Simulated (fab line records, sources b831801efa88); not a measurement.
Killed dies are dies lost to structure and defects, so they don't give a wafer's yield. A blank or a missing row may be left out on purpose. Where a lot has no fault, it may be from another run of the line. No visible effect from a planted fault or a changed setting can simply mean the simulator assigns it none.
The tool behind it: which one? :: flow gf180mcu :: 7 lots with 20 wafers sampled at 3 steps, on a route of 602 steps

## WHAT THE GAUGES READ, wafer by wafer
GF_PSD_RS_MEAS_14: the measuring method here is four-point-probe.
lot: L596
measured: day 14 15:38
on: film_metro-03
NSD_RS (ohm/sq): 46.08 46.21 46.16

lot: L598
measured: day 15 04:31
on: film_metro-01
NSD_RS (ohm/sq): 46.13 46.10 46.26

lot: L600
measured: day 16 04:25
on: film_metro-03
NSD_RS (ohm/sq): 46.20 46.09 46.14

lot: L602
measured: day 16 14:19
on: film_metro-01
NSD_RS (ohm/sq): 46.15 46.25 46.21

lot: L604
measured: day 17 07:47
on: film_metro-03
NSD_RS (ohm/sq): 46.17 46.17 46.09

lot: L610
measured: day 19 13:08
on: film_metro-02
NSD_RS (ohm/sq): 46.26 42.49

lot: L615
measured: day 21 11:37
on: film_metro-03
NSD_RS (ohm/sq): 46.27 46.14 46.18

## TOOL THAT RAN EACH LOT (tool first, then ch and the chambers of the sampled wafers, then the start)
lot: L596
GF_HV_LDD_RTA_52: rtp_anneal-02 ch 0, day 12 19:23
GF_PSD_RTA_13: rtp_anneal-01 ch 0, day 14 15:32

lot: L598
GF_HV_LDD_RTA_52: rtp_anneal-02 ch 0, day 13 07:55
GF_PSD_RTA_13: rtp_anneal-02 ch 0, day 15 04:26

lot: L600
GF_HV_LDD_RTA_52: rtp_anneal-02 ch 0, day 14 04:50
GF_PSD_RTA_13: rtp_anneal-02 ch 0, day 16 04:19

lot: L602
GF_HV_LDD_RTA_52: rtp_anneal-02 ch 0, day 14 14:10
GF_PSD_RTA_13: rtp_anneal-01 ch 0, day 16 14:13

lot: L604
GF_HV_LDD_RTA_52: rtp_anneal-02 ch 0, day 15 07:19
GF_PSD_RTA_13: rtp_anneal-02 ch 0, day 17 07:42

lot: L610
GF_HV_LDD_RTA_52: rtp_anneal-01 ch 0, day 17 09:28
GF_PSD_RTA_13: rtp_anneal-01 ch 0, day 19 13:03

lot: L615
GF_HV_LDD_RTA_52: rtp_anneal-01 ch 0, day 19 07:29
GF_PSD_RTA_13: rtp_anneal-02 ch 0, day 21 11:32
- GF_HV_LDD_RTA_52: time 10 s.
- GF_PSD_RTA_13: time 20 s.

## THE ANSWER, worked out from the rows above alone
Rule: the lots themselves supply what counts as usual. The widest of any qualifying gaps counts: lots, ordered by their means at a reading, are off when they make up no more than a third of the lots, leave a main group of 4 or more, and stand apart from it by 3 or more times the standard deviation of that group's means. If all means in a main group match to the digits the tables above print for the reading, that group is not used. Also off: a lot with no number at a reading for which 4 or more lots have one. The other lots that the step has rows for count as sound.
Off: at GF_PSD_RS_MEAS_14 (NSD_RS), L610. The main group: mean 46.17 ohm/sq, standard deviation 0.025.
If a tool, at a process step before that reading, ran all the lots that are off and no sound lot after the first of them, it fits. Those tools and the gauges at GF_PSD_RS_MEAS_14 are tried in the same way. 2 tools fit, rtp_anneal-01 at GF_PSD_RTA_13 and film_metro-02 at GF_PSD_RS_MEAS_14, so this cannot tell which one it is.

## WHAT WAS PUT IN BY THE SIMULATOR
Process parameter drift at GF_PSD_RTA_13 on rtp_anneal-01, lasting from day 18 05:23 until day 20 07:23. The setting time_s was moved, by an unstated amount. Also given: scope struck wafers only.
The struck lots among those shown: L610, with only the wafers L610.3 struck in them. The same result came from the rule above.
